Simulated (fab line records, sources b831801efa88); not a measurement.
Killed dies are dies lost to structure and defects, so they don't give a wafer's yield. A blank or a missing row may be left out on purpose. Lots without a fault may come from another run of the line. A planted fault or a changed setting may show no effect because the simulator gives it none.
Which tool did it? | flow sky130 | 7 lots, 19 wafers sampled, at 1 step of a route of 708

WHAT THE GAUGES READ, wafer by wafer
SKY_VT_ADJUST_HVTR_OVL_MEAS_08.
lot  | measured     | on         | VT_ADJUST_HVTR_OVL (nm)
L153 | day 9 19:33  | overlay-01 | 0.3 0.0 -1.2
L159 | day 11 13:57 | overlay-02 | -3.5 -3.8
L162 | day 12 14:10 | overlay-02 | 0.7 1.1
L168 | day 14 09:27 | overlay-02 | -3.3 -2.9 -2.9
L170 | day 14 23:01 | overlay-01 | -1.6 0.2 -0.1
L172 | day 15 11:56 | overlay-01 | 0.1 1.4 1.5
L175 | day 16 13:27 | overlay-01 | -1.4 -0.5 -1.8

WHICH TOOL RAN EACH LOT (tool, then ch and the chambers of the sampled wafers, then the start)
The record holds no process step before these readings.

THE ANSWER, worked out from the rows above alone
Rule: what is usual is taken from the lots themselves. Put in order of their means at a reading, lots are off if they are a third of the lots or fewer, leave a main group of 4 or more, and stand apart from it by a gap of 3 or more times the standard deviation of the main group's means; of several such gaps the widest counts. A main group whose means are all the same, to the digits that the tables above print for the reading, isn't used. A lot without any number at a reading at which 4 lots or more have one is off too. The other lots that the step has rows for count as sound.
No lot is off at any reading shown: from this, nothing can be told.

WHAT THE SIMULATOR HAD PUT IN
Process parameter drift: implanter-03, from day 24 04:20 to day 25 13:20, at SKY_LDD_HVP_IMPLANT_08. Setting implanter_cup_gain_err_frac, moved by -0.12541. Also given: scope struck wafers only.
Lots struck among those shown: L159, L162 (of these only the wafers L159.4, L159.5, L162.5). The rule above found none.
